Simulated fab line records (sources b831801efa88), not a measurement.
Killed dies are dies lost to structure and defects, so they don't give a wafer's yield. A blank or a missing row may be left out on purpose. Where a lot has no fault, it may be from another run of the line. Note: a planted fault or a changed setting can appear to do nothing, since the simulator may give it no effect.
A struck lot beside a sound one + flow gf180mcu + 23 out of 602 route steps
Sound: the wafers L679.3, L679.4, L679.5. Wafers struck: L687.3, L687.6. The cause is named last.
Order at every step that has rows: each side's tool, ch and its chambers, its first start. Under that, the readings that differ: sound wafers + struck wafers + difference of the means + sigmas: that difference in standard deviations of wafers without a fault.
alike: a reading whose means differ by less than 2 such deviations, as well as words and numbers matching on both sides. not compared: withheld readings; readings where some wafer has no value; bounds like >300 that might hide an equal value; numbers whose values overlap and for which the record gives no deviation.
A row with sigmas, a row that says differs or no value, or rows on one side alone: a step with any of these is where the two part. When numbers do not overlap yet have no deviation, they are printed without sigmas and do not part them. A reading that every wafer of one side lacks parts them only if that side has two wafers or more.

first, 4 steps without rows for these wafers: GF_NSD_SOFTBAKE_03 (time 60 s); GF_NSD_EXPOSE_04 (exposes mask Nplus, target cd 400 nm); GF_NSD_PEB_05; GF_NSD_DEVELOP_06 (develop time 60 s).
GF_NSD_CD_MEAS_07: target cd 400 nm.
  sound on cd sem-01, day 14 13:59; struck on cd sem-01, day 17 01:32
  alike: cd nm
GF_NSD_OVL_MEAS_08:
  sound on overlay-02, day 14 14:05; struck on overlay-01, day 17 01:37
  alike: NSD_OVL
then, 2 steps without rows for these wafers: GF_NSD_IMPLANT_09; GF_NSD_IMPLANT_10.
GF_NSD_STRIP_11: strips in O2/N2.
  sound on plasma asher-01 ch 0,1, day 14 14:26; struck on plasma asher-04 ch 0,1, day 17 01:59
  alike: drypump motor current A, heater power w, oes product au, strip time to endpoint s
  not compared: rf hours counter h
GF_NSD_TW_MEAS_12:
  sound on film metro-02, day 14 14:32; struck on film metro-02, day 17 02:04
  alike: NSD_TW
then, 2 steps without rows for these wafers: GF_PSD_DEHYDRATE_00 (time 60 s); GF_PSD_HMDS_01 (prime time 60 s).
GF_PSD_COAT_02: resist thk 1000 nm.
  sound on litho track-03 ch 0, day 15 01:11; struck on litho track-04 ch 0, day 17 13:06
| reading                                  | sound          | struck    | difference | sigmas |
|------------------------------------------|----------------|-----------|------------|--------|
| model.NOVOLAK_of_PSD_COAT_02.thk nm (nm) | 1003 1001 1000 | 1085 1088 | +85        |        |
then, 3 steps without rows for these wafers: GF_PSD_SOFTBAKE_03 (time 60 s); GF_PSD_EXPOSE_04 (exposes mask Pplus, target cd 400 nm); GF_PSD_PEB_05.
GF_PSD_DEVELOP_06: develop time 60 s.
  sound on litho track-02 ch 0, day 15 11:35; struck on litho track-04 ch 0, day 18 00:48
| reading                                  | sound           | struck    | difference | sigmas |
|------------------------------------------|-----------------|-----------|------------|--------|
| model.NOVOLAK_of_PSD_COAT_02.thk nm (nm) | 1002 1001 999.6 | 1085 1088 | +86        |        |
GF_PSD_CD_MEAS_07: target cd 400 nm.
  sound on cd sem-02, day 15 11:43; struck on cd sem-02, day 18 00:56
| reading    | sound             | struck      | difference | sigmas |
|------------|-------------------|-------------|------------|--------|
| cd nm (nm) | 398.2 399.1 399.1 | 392.4 393.5 | -5.9       | -2     |
GF_PSD_OVL_MEAS_08:
  sound on overlay-01, day 15 11:49; struck on overlay-01, day 18 01:02
  alike: PSD_OVL
after that, 1 step had no rows for these wafers: GF_PSD_IMPLANT_09.
GF_PSD_STRIP_10: strips in O2/N2.
  sound on plasma asher-02 ch 0,1, day 15 12:01; struck on plasma asher-03 ch 0,1, day 18 01:14
| reading                      | sound             | struck      | difference | sigmas |
|------------------------------|-------------------|-------------|------------|--------|
| strip time to endpoint s (s) | 16.58 16.54 16.52 | 17.43 17.49 | +0.91      | +27    |
  alike: drypump motor current A, heater power w, oes product au
  not compared: rf hours counter h
GF_PSD_TW_MEAS_11:
  sound on film metro-01, day 15 12:07; struck on film metro-02, day 18 01:19
  alike: PSD_TW
after that, 1 step had no rows for these wafers: GF_PASSIVATION_PROBE_99.

== WHERE THEY PART ==
First at GF_PSD_CD_MEAS_07; last, within this record, at GF_PSD_STRIP_10. Later steps at which nothing parts them and some readings are alike: GF_PSD_TW_MEAS_11.

WHY: what the simulator had put in
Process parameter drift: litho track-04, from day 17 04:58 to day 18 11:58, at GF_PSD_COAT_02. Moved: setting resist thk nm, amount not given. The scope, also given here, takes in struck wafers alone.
